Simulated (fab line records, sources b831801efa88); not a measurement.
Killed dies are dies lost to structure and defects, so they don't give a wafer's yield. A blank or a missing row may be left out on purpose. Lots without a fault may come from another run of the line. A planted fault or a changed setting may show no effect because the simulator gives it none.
A struck lot beside a sound one | flow sky130 | 44 steps out of a route of 708
Sound: wafers L427.2, L427.4, L427.5. Struck: wafers L431.2, L431.3, L431.6. The cause comes at the end.
At each step with rows: each side's tool, then ch and its chambers, then its first start. Under that, the readings that differ: sound wafers | struck wafers | difference of the means | sigmas: that difference in standard deviations of wafers without a fault.
alike: readings whose means differ by less than 2 such deviations, and words and numbers that are the same on both sides. not compared: withheld readings, readings that some wafer has no value for, bounds like >300 that may hide the same value, and numbers for which the record gives no deviation and whose values overlap.
The two part at a step that has a row with sigmas, a row that says differs or no value, or rows on one side only. Numbers that don't overlap but have no deviation are shown without sigmas and don't part them. A reading that every wafer of one side lacks parts them only if that side has two wafers or more.

first, 4 steps without rows for these wafers: SKY_LDD_LDN_SOFTBAKE_03 (time 60 s); SKY_LDD_LDN_EXPOSE_04 (exposes mask LDNTM, target cd 700 nm); SKY_LDD_LDN_PEB_05; SKY_LDD_LDN_DEVELOP_06 (develop time 60 s).
SKY_LDD_LDN_OVL_MEAS_07:
  sound on overlay-01, day 25 09:47; struck on overlay-01, day 26 13:11
  alike: LDD_LDN_OVL
then, 4 steps without rows for these wafers: SKY_LDD_LDN_IMPLANT_08; SKY_LDD_LDN_IMPLANT_09; SKY_LDD_LDN_IMPLANT_10; SKY_LDD_LDN_IMPLANT_11.
SKY_LDD_LDN_STRIP_12: strips in O2/N2.
  sound on plasma_asher-01 ch 0,1, day 25 10:25; struck on plasma_asher-01 ch 0, day 26 13:49
  alike: drypump_motor_current_A, oes_product_au, strip_time_to_endpoint_s
  not compared: rf_hours_counter_h
SKY_LDD_LDN_TW_MEAS_13:
  sound on film_metro-02, day 25 10:31; struck on film_metro-03, day 26 13:55
  alike: LDD_LDN_TW
then, 1 step without rows for these wafers: SKY_LDD_LDN_CLEAN_14 (cleans in SC1/SC2, time 150 s).
SKY_SPACER_CVD_00: deposits Si3N4 from DCS/NH3, target thk 43.1 nm, time 740 s.
  sound on lpcvd-02 ch 1, day 25 11:57; struck on lpcvd-02 ch 1, day 26 15:33
  reading                                  | sound             | struck            | difference | sigmas
  spike_tc_bottom_C (C)                    | 788.4 790.0 789.3 | 774.1 774.4 774.4 | -14.9      | -6
  spike_tc_centre_C (C)                    | 772.3 772.0 769.9 | 754.5 754.9 754.5 | -16.8      | -15
  spike_tc_lower_C (C)                     | 769.2 768.3 771.5 | 753.7 751.2 753.0 | -17.0      | -12
  spike_tc_top_C (C)                       | 785.7 784.6 786.0 | 767.5 769.8 768.5 | -16.8      | -15
  spike_tc_upper_C (C)                     | 771.0 769.9 770.9 | 753.8 753.6 754.8 | -16.5      | -17
  susceptor_temp_C (C)                     | 770.4 770.0 770.7 | 753.8 754.0 753.5 | -16.6      | -45
  zone_power_centre_pct (%)                | 13.85 13.61 13.95 | 13.36 13.37 13.51 | -0.39      | -3
  model.Si3N4_of_SPACER_CVD_00.thk_nm (nm) | 42.32 42.27 42.08 | 31.02 30.91 31.06 | -11.23     |
SKY_SPACER_THK_MEAS_01:
  sound on film_metro-04, day 25 13:10; struck on film_metro-03, day 26 17:22
  reading                | sound          | struck         | difference | sigmas
  SPACER_CVD_00_THK (nm) | 42.3 42.2 42.1 | 31.1 30.9 31.0 | -11.2      | -25
SKY_SPACER_ETCHBACK_02: etches Si3N4 in CH3F/O2, stops on SiO2, time 46.7 s, target depth 45 nm.
  sound on rie_diel-02 ch 2,3, day 25 13:13; struck on rie_diel-01 ch 0,1, day 26 17:25
  reading                  | sound             | struck            | difference | sigmas
  oes_product_au (a.u.)    | 0.849 0.847 0.834 | 0.723 0.716 0.721 | -0.123     | -18
  model.etch.depth_nm (nm) | 42.32 42.27 42.08 | 31.02 30.91 31.06 | -11.23     |
  alike: drypump_motor_current_A, throttle_valve_pct
  not compared: rf_hours_counter_h
then, 8 steps without rows for these wafers: SKY_POLY_CUT_DEHYDRATE_00 (time 60 s); SKY_POLY_CUT_HMDS_01 (prime time 60 s); SKY_POLY_CUT_COAT_02 (resist thk 60 nm); SKY_POLY_CUT_COAT_03 (resist thk 450 nm); SKY_POLY_CUT_SOFTBAKE_04 (time 90 s); SKY_POLY_CUT_EXPOSE_05 (exposes mask NPCM, target cd 270 nm); SKY_POLY_CUT_PEB_06; SKY_POLY_CUT_DEVELOP_07 (develop time 60 s).
SKY_POLY_CUT_CD_MEAS_08: target cd 270 nm.
  sound on cd_sem-01, day 26 18:56; struck on cd_sem-02, day 27 21:56
  alike: cd_nm
SKY_POLY_CUT_OVL_MEAS_09:
  sound on overlay-02, day 26 19:03; struck on overlay-02, day 27 22:03
  alike: POLY_CUT_OVL
SKY_POLY_CUT_ETCH_10: etches BARC in N2/H2, stops on SiO2, time 45.9 s, target depth 60 nm.
  sound on rie_diel-04 ch 0,3, day 26 19:05; struck on rie_diel-01 ch 0,1,2, day 27 22:05
  alike: drypump_motor_current_A, oes_product_au, throttle_valve_pct
  not compared: rf_hours_counter_h
SKY_POLY_CUT_ETCH_11: etches Si3N4 in CF4/CH2F2/Ar, stops on poly-Si, time 42.5 s, target depth 60 nm.
  sound on rie_diel-04 ch 0,3, day 26 19:07; struck on rie_diel-01 ch 0,1,2, day 27 22:07
  alike: drypump_motor_current_A, oes_product_au, throttle_valve_pct
  not compared: rf_hours_counter_h
SKY_POLY_CUT_STRIP_12: strips in O2/N2.
  sound on plasma_asher-03 ch 1, day 26 19:10; struck on plasma_asher-04 ch 0,1, day 27 22:10
  alike: drypump_motor_current_A, oes_product_au, strip_time_to_endpoint_s
  not compared: rf_hours_counter_h
then, 7 steps without rows for these wafers: SKY_SD_P_DEHYDRATE_00 (time 60 s); SKY_SD_P_HMDS_01 (prime time 60 s); SKY_SD_P_COAT_02 (resist thk 1140 nm); SKY_SD_P_SOFTBAKE_03 (time 60 s); SKY_SD_P_EXPOSE_04 (exposes mask PSDM, target cd 380 nm); SKY_SD_P_PEB_05; SKY_SD_P_DEVELOP_06 (develop time 60 s).
SKY_SD_P_CD_MEAS_07: target cd 380 nm.
  sound on cd_sem-02, day 27 23:11; struck on cd_sem-01, day 29 01:47
  alike: cd_nm
SKY_SD_P_OVL_MEAS_08:
  sound on overlay-02, day 27 23:18; struck on overlay-01, day 29 01:53
  alike: SD_P_OVL
then, 1 step without rows for these wafers: SKY_SD_P_IMPLANT_09.
SKY_SD_P_STRIP_10: strips in O2/N2.
  sound on plasma_asher-04 ch 1, day 27 23:29; struck on plasma_asher-01 ch 1, day 29 02:04
  reading                     | sound       | struck      | difference | sigmas
  drypump_motor_current_A (A) | 6.1 6.1 6.0 | 5.1 5.1 5.2 | -0.9       | -3
  alike: oes_product_au, strip_time_to_endpoint_s
  not compared: rf_hours_counter_h
SKY_SD_P_TW_MEAS_11:
  sound on film_metro-03, day 27 23:35; struck on film_metro-04, day 29 02:11
  reading | sound          | struck         | difference | sigmas
  SD_P_TW | 2876 2892 2905 | 2840 2859 2851 | -41        | -3
then, 2 steps without rows for these wafers: SKY_RES_XHIGH_DEHYDRATE_00 (time 60 s); SKY_RES_XHIGH_HMDS_01 (prime time 60 s).
-- the record jumps here: 2 days lie between the struck wafers' starts before and after (it left off in module RES_XHIGH and takes up again in module SALICIDE, whose first step shown is number 361 of the route) --
SKY_SALICIDE_CLEAN_00: cleans in HF-last, time 30 s.
  sound on wet_bench-01 ch 2, day 30 10:08; struck on wet_bench-02 ch 3, day 31 11:34
  reading                                  | sound            | struck            | difference | sigmas
  model.Si3N4_of_SPACER_CVD_00.thk_nm (nm) | 41.34 41.29 41.1 | 30.05 29.93 30.08 | -11.22     |
-- the record jumps here: 17 days lie between the struck wafers' starts before and after (it left off in module SALICIDE and takes up again in module PAD_OPEN, whose first step shown is number 708 of the route) --
SKY_PAD_OPEN_PROBE_99:
  sound on prober-01, day 47 19:50; struck on prober-02, day 48 10:36
  reading                                 | sound             | struck            | difference | sigmas
  model.etest.pfet_01v8.r_on_ohm_um       | 2918 2892 2863    | 2476 2471 2552    | -391       |
  model.etest.pfet_g5v0d10v5.r_on_ohm_um  | 4827 4742 4736    | 4545 4536 4585    | -213       |
  model.etest.sonos_uncharged.r_on_ohm_um | 826.2 819.6 810.4 | 734.2 736.9 768.2 | -72.3      |
  model.etest.nfet_g5v0d10v5.r_on_ohm_um  | 1926 1925 1914    | 1766 1779 1761    | -153       |
  model.etest.pfet_01v8.drive_ua_um       | 188.5 192 193.2   | 228.6 231.3 224.6 | +36.9      |
  model.etest.nfet_01v8_lvt.drive_ua_um   | 567.1 565.5 561.1 | 630.4 636.6 622.5 | +65.3      |
  model.etest.pfet_01v8_hvt.drive_ua_um   | 139.3 141 143.3   | 172.2 175.9 168   | +30.8      |
  alike: killed_at_M0_to_M3, killed_at_M4_up, killed_at_contacts, killed_at_front_end, killed_at_other, killed_dies, killed_open, killed_short
  not compared: model.etest.res_pdiff.line_ohm_um

WHERE THEY PART
First at SKY_SPACER_CVD_00; last, within this record, at SKY_SD_P_TW_MEAS_11. Later steps at which nothing parts them and some readings are alike: SKY_PAD_OPEN_PROBE_99.

WHY: what the simulator had put in
Process parameter drift: lpcvd-02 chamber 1, from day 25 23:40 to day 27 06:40, at SKY_SPACER_CVD_00. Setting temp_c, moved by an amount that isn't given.
